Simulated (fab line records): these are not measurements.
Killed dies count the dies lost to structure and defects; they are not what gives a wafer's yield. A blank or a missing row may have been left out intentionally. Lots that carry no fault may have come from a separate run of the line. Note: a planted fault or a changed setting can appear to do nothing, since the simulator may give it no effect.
Chamber matching	flow gf180mcu	GF_POLY_GATE_ETCH_12 on rieDiel-01 has 4 sister chambers
The step etches BARC in N2/H2. 18 wafers are shown with their chamber, then 9 later ones without.

## WAFERS PAIRED WITH THEIR CHAMBERS
wafer	chamber	drypumpMotorCurrentA (A)	throttleValvePct (%)	oesProductAu (a.u.)
L077.1	3	6.4	13.202	0.729
L077.3	0	4.9	13.212	0.729
L077.4	1	6.1	13.220	0.736
L079.1	2	6.3	13.206	0.735
L079.2	0	4.9	13.221	0.741
L079.3	3	6.4	13.212	0.728
L081.1	0	4.9	13.218	0.739
L081.2	2	6.3	13.203	0.741
L081.4	1	6.2	13.214	0.731
L082.1	1	6.2	13.226	0.731
L082.3	3	6.4	13.208	0.732
L082.6	3	6.4	13.212	0.732
L085.1	3	6.4	13.200	0.733
L085.4	0	4.9	13.212	0.737
L085.6	1	6.1	13.208	0.738
L087.1	1	6.1	13.226	0.742
L087.4	3	6.4	13.198	0.743
L087.5	3	6.4	13.225	0.740

SIGNATURES, as means of the wafers listed above
reading	chamber 0	chamber 1	chamber 2	chamber 3	scatter within a chamber
drypumpMotorCurrentA	4.900	6.140	6.300	6.400	0.0293
throttleValvePct	13.21575	13.21880	13.20450	13.20814	0.0077
oesProductAu	0.73650	0.73560	0.73800	0.73386	0.00519
Rule: for each reading, subtract the chamber's mean from the wafer's reading, divide by that reading's scatter and square the result; add these up over the readings and take the root, which gives the wafer's distance from the chamber. If the next closest chamber is less than 2 further off than the closest, the wafer can't be placed; otherwise it belongs to the closest. The scatter: take each reading less its chamber's mean, square it, sum over the shown wafers, divide by the number of wafers less the number of chambers, and take the root.

## WAFERS WITHOUT THEIR CHAMBER
wafer	drypumpMotorCurrentA (A)	throttleValvePct (%)	oesProductAu (a.u.)
L089.2	6.1	13.217	0.741
L089.4	4.9	13.221	0.731
L089.5	6.3	13.219	0.738
L093.1	6.2	13.209	0.738
L093.3	6.3	13.223	0.731
L093.5	4.9	13.217	0.730
L096.4	6.3	13.212	0.739
L096.5	6.4	13.234	0.735
L096.6	6.2	13.221	0.735

## EACH ONE'S CHAMBER
wafer	from the rows above	in truth
L089.2	1	1
L089.4	0	0
L089.5	can't be placed: 2 or 3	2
L093.1	can't be placed: 1 or 2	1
L093.3	can't be placed: 2 or 3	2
L093.5	0	0
L096.4	2	2
L096.5	can't be placed: 3 or 2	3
L096.6	1	1
Correct placement for 5 of the 9. From these rows, 4 cannot be placed; in 4 the true chamber is one of the candidates. Wrongly placed: 0.
